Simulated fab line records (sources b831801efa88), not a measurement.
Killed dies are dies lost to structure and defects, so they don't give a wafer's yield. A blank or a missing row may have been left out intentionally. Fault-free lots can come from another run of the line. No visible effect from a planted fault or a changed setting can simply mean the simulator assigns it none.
Which tool did it? :: flow gf180mcu :: Sampling: 14 lots, 42 wafers, 5 of 602 route steps

WHAT EACH GAUGE READ, for each wafer
GF_DUAL_GATE_THK_MEAS_03.
lot: L177
measured: day 7 15:48
on: film-metro-02
DUAL_GATE_OXIDATION_00_THK (nm): 10.91 10.83 10.84

lot: L178
measured: day 7 19:52
on: film-metro-02
DUAL_GATE_OXIDATION_00_THK (nm): 10.91 11.01 11.03

lot: L179
measured: day 8 11:35
on: film-metro-03
DUAL_GATE_OXIDATION_00_THK (nm): 10.34 10.48 10.59

lot: L181
measured: day 8 17:43
on: film-metro-01
DUAL_GATE_OXIDATION_00_THK (nm): 10.42 10.57 10.33

lot: L180
measured: day 8 19:10
on: film-metro-03
DUAL_GATE_OXIDATION_00_THK (nm): 11.00 10.86 10.86

lot: L182
measured: day 9 01:46
on: film-metro-03
DUAL_GATE_OXIDATION_00_THK (nm): 10.93 11.03 10.94

lot: L183
measured: day 9 08:46
on: film-metro-03
DUAL_GATE_OXIDATION_00_THK (nm): 11.25 11.23 11.42

lot: L186
measured: day 10 01:27
on: film-metro-03
DUAL_GATE_OXIDATION_00_THK (nm): 10.91 10.91 10.89

lot: L187
measured: day 10 10:34
on: film-metro-01
DUAL_GATE_OXIDATION_00_THK (nm): 10.70 10.73 10.70

lot: L189
measured: day 11 00:35
on: film-metro-01
DUAL_GATE_OXIDATION_00_THK (nm): 11.15 10.95 11.02

lot: L194
measured: day 12 11:25
on: film-metro-02
DUAL_GATE_OXIDATION_00_THK (nm): 10.32 10.20 10.10

lot: L195
measured: day 12 16:50
on: film-metro-01
DUAL_GATE_OXIDATION_00_THK (nm): 10.78 10.61 10.75

lot: L199
measured: day 13 19:02
on: film-metro-01
DUAL_GATE_OXIDATION_00_THK (nm): 10.81 10.80 10.87

lot: L200
measured: day 14 01:03
on: film-metro-01
DUAL_GATE_OXIDATION_00_THK (nm): 10.94 10.95 10.79

GF_DUAL_GATE_OVL_MEAS_11.
lot: L177
measured: day 8 07:32
on: overlay-02
DUAL_GATE_OVL (nm): -1.7 -1.9 -2.3

lot: L178
measured: day 8 12:30
on: overlay-01
DUAL_GATE_OVL (nm): 1.1 0.8 2.6

lot: L179
measured: day 9 03:49
on: overlay-01
DUAL_GATE_OVL (nm): -0.7 0.4 -1.7

lot: L181
measured: day 9 11:01
on: overlay-02
DUAL_GATE_OVL (nm): -1.3 -1.7 0.2

lot: L180
measured: day 9 12:17
on: overlay-02
DUAL_GATE_OVL (nm): -1.0 -1.9 -0.4

lot: L182
measured: day 9 19:11
on: overlay-02
DUAL_GATE_OVL (nm): 0.7 1.1 0.4

lot: L183
measured: day 10 01:34
on: overlay-02
DUAL_GATE_OVL (nm): 1.1 -0.9 -1.0

lot: L186
measured: day 10 19:14
on: overlay-01
DUAL_GATE_OVL (nm): -0.9 0.0 0.4

lot: L187
measured: day 11 05:01
on: overlay-02
DUAL_GATE_OVL (nm): 0.4 -0.8 1.0

lot: L189
measured: day 11 19:31
on: overlay-02
DUAL_GATE_OVL (nm): 1.6 2.7 2.7

lot: L194
measured: day 13 06:49
on: overlay-01
DUAL_GATE_OVL (nm): 1.2 1.0 1.4

lot: L195
measured: day 13 12:25
on: overlay-01
DUAL_GATE_OVL (nm): -2.3 -1.1 -1.6

lot: L199
measured: day 14 15:28
on: overlay-02
DUAL_GATE_OVL (nm): -1.8 -1.3 0.6

lot: L200
measured: day 14 21:14
on: overlay-02
DUAL_GATE_OVL (nm): 0.5 1.9 1.3

GF_HV_LDD_OVL_MEAS_32.
lot: L177
measured: day 11 12:52
on: overlay-02
HV_LDD_02_OVL (nm): 1.1 -0.4 1.2

lot: L178
measured: day 11 19:25
on: overlay-01
HV_LDD_02_OVL (nm): 2.3 2.7 3.5

lot: L179
measured: day 12 12:00
on: overlay-02
HV_LDD_02_OVL (nm): 2.0 0.6 1.4

lot: L181
measured: day 12 19:29
on: overlay-02
HV_LDD_02_OVL (nm): -1.2 0.8 -0.8

lot: L180
measured: day 12 22:15
on: overlay-02
HV_LDD_02_OVL (nm): 0.7 2.4 1.8

lot: L182
measured: day 13 04:55
on: overlay-02
HV_LDD_02_OVL (nm): -2.0 -1.1 -2.8

lot: L183
measured: day 13 13:16
on: overlay-01
HV_LDD_02_OVL (nm): -0.1 -0.3 -1.2

lot: L186
measured: day 14 07:33
on: overlay-01
HV_LDD_02_OVL (nm): 0.6 1.8 1.9

lot: L187
measured: day 14 17:54
on: overlay-02
HV_LDD_02_OVL (nm): 0.8 2.8 1.8

lot: L189
measured: day 15 09:58
on: overlay-02
HV_LDD_02_OVL (nm): -1.4 -0.8 -1.0

lot: L194
measured: day 17 01:50
on: overlay-02
HV_LDD_02_OVL (nm): 2.7 1.3 0.5

lot: L195
measured: day 17 08:09
on: overlay-01
HV_LDD_02_OVL (nm): 0.2 -0.4 -1.1

lot: L199
measured: day 18 15:54
on: overlay-01
HV_LDD_02_OVL (nm): -1.2 -0.6 -1.3

lot: L200
measured: day 18 20:36
on: overlay-02
HV_LDD_02_OVL (nm): 1.3 1.8 1.5

GF_HV_LDD_CD_MEAS_46 targets a cd of 400 nm.
lot: L177
measured: day 12 08:47
on: cd-sem-02
cd-nm (nm): 397.9 399.5 398.4

lot: L178
measured: day 12 15:11
on: cd-sem-02
cd-nm (nm): 399.0 400.6 399.7

lot: L179
measured: day 13 08:05
on: cd-sem-02
cd-nm (nm): 397.2 398.2 397.4

lot: L181
measured: day 13 16:11
on: cd-sem-02
cd-nm (nm): 397.0 398.6 397.8

lot: L180
measured: day 13 18:19
on: cd-sem-01
cd-nm (nm): 401.9 403.0 398.1

lot: L182
measured: day 14 02:04
on: cd-sem-02
cd-nm (nm): 397.6 400.7 400.5

lot: L183
measured: day 14 09:32
on: cd-sem-02
cd-nm (nm): 401.1 401.0 399.6

lot: L186
measured: day 15 05:12
on: cd-sem-02
cd-nm (nm): 399.1 399.5 399.4

lot: L187
measured: day 15 16:10
on: cd-sem-02
cd-nm (nm): 400.8 402.1 400.7

lot: L189
measured: day 16 08:13
on: cd-sem-02
cd-nm (nm): 398.9 400.4 397.9

lot: L194
measured: day 18 01:35
on: cd-sem-01
cd-nm (nm): - - -

lot: L195
measured: day 18 08:08
on: cd-sem-02
cd-nm (nm): - - -

lot: L199
measured: day 19 17:02
on: cd-sem-02
cd-nm (nm): 401.4 401.3 401.0

lot: L200
measured: day 19 21:47
on: cd-sem-02
cd-nm (nm): 400.1 397.8 397.1

WHICH TOOL RAN EACH LOT (tool, then ch and the chambers of the sampled wafers, then the start)
lot: L177
GF_HV_LDD_COAT_41: litho-track-03 ch 0, day 11 22:47

lot: L178
GF_HV_LDD_COAT_41: litho-track-02 ch 0, day 12 05:16

lot: L179
GF_HV_LDD_COAT_41: litho-track-04 ch 0, day 12 22:24

lot: L181
GF_HV_LDD_COAT_41: litho-track-04 ch 0, day 13 06:01

lot: L180
GF_HV_LDD_COAT_41: litho-track-04 ch 0, day 13 08:24

lot: L182
GF_HV_LDD_COAT_41: litho-track-03 ch 0, day 13 15:32

lot: L183
GF_HV_LDD_COAT_41: litho-track-04 ch 0, day 13 23:22

lot: L186
GF_HV_LDD_COAT_41: litho-track-04 ch 0, day 14 18:09

lot: L187
GF_HV_LDD_COAT_41: litho-track-03 ch 0, day 15 05:29

lot: L189
GF_HV_LDD_COAT_41: litho-track-04 ch 0, day 15 20:45

lot: L194
GF_HV_LDD_COAT_41: litho-track-04, day 17 13:55

lot: L195
GF_HV_LDD_COAT_41: litho-track-02, day 17 20:02

lot: L199
GF_HV_LDD_COAT_41: litho-track-04 ch 0, day 19 04:37

lot: L200
GF_HV_LDD_COAT_41: litho-track-04 ch 0, day 19 09:46
- GF_HV_LDD_COAT_41: resist thk 1000 nm.

AS READ BY THE TOOLS THEMSELVES (means over the sampled wafers that have a number; for cases with no such wafer, the mark the record gives instead)
GF_HV_LDD_COAT_41.
lot: L177
tool: litho-track-03
chill-plate-temp-C (C): 22.94
dispense-pressure-kPa (kPa): 41
spin-speed-rpm (rpm): 3001.5

lot: L178
tool: litho-track-02
chill-plate-temp-C (C): 23.04
dispense-pressure-kPa (kPa): 54
spin-speed-rpm (rpm): 2998.2

lot: L179
tool: litho-track-04
chill-plate-temp-C (C): 23.06
dispense-pressure-kPa (kPa): 43
spin-speed-rpm (rpm): 3001.6

lot: L181
tool: litho-track-04
chill-plate-temp-C (C): 22.96
dispense-pressure-kPa (kPa): 43
spin-speed-rpm (rpm): 3000.4

lot: L180
tool: litho-track-04
chill-plate-temp-C (C): 22.93
dispense-pressure-kPa (kPa): 43
spin-speed-rpm (rpm): 3001.2

lot: L182
tool: litho-track-03
chill-plate-temp-C (C): 23.00
dispense-pressure-kPa (kPa): 41
spin-speed-rpm (rpm): 3002.7

lot: L183
tool: litho-track-04
chill-plate-temp-C (C): 22.98
dispense-pressure-kPa (kPa): 43
spin-speed-rpm (rpm): 2998.7

lot: L186
tool: litho-track-04
chill-plate-temp-C (C): 22.97
dispense-pressure-kPa (kPa): 43
spin-speed-rpm (rpm): 3002.5

lot: L187
tool: litho-track-03
chill-plate-temp-C (C): 23.12
dispense-pressure-kPa (kPa): 41
spin-speed-rpm (rpm): 2999.7

lot: L189
tool: litho-track-04
chill-plate-temp-C (C): 23.13
dispense-pressure-kPa (kPa): 43
spin-speed-rpm (rpm): 2999.6

lot: L194
tool: litho-track-04
chill-plate-temp-C (C): -
dispense-pressure-kPa (kPa): -
spin-speed-rpm (rpm): -

lot: L195
tool: litho-track-02
chill-plate-temp-C (C): -
dispense-pressure-kPa (kPa): -
spin-speed-rpm (rpm): -

lot: L199
tool: litho-track-04
chill-plate-temp-C (C): 22.98
dispense-pressure-kPa (kPa): 43
spin-speed-rpm (rpm): 3001.4

lot: L200
tool: litho-track-04
chill-plate-temp-C (C): 23.00
dispense-pressure-kPa (kPa): 43
spin-speed-rpm (rpm): 3000.1

THE ANSWER, worked out from the rows above alone
Rule: what is usual is taken from the lots themselves. Put in order of their means at a reading, lots are off if they are a third of the lots or fewer, leave a main group of 4 or more, and stand apart from it by a gap of 3 or more times the standard deviation of the main group's means; of several such gaps the widest counts. A main group whose means are all the same, to the digits that the tables above print for the reading, isn't used. Also off: a lot with no number at a reading for which 4 or more lots have one. Any other lot the step has rows for is counted as sound. After the gauges, taken in route order, come the tools' own readings; for these a lot's mean is taken, as printed above. At the first step where some lot is off, the reading lying furthest off is the one used; lots without a number count as furthest.
Off, at GF_HV_LDD_CD_MEAS_46 on cd-nm: L194, L195. Without a number there: L194, L195. Mean 399.5 nm and standard deviation 1.2 in the main group.
If a tool, at a process step before that reading, ran all the lots that are off and no sound lot after the first of them, it fits. Not tried: the gauges at GF_HV_LDD_CD_MEAS_46; whatever is off there is also off at GF_HV_LDD_COAT_41, on other tools, and gauge error can't account for it. Of those tried, none fits.

WHAT HAD BEEN PUT IN BY THE SIMULATOR
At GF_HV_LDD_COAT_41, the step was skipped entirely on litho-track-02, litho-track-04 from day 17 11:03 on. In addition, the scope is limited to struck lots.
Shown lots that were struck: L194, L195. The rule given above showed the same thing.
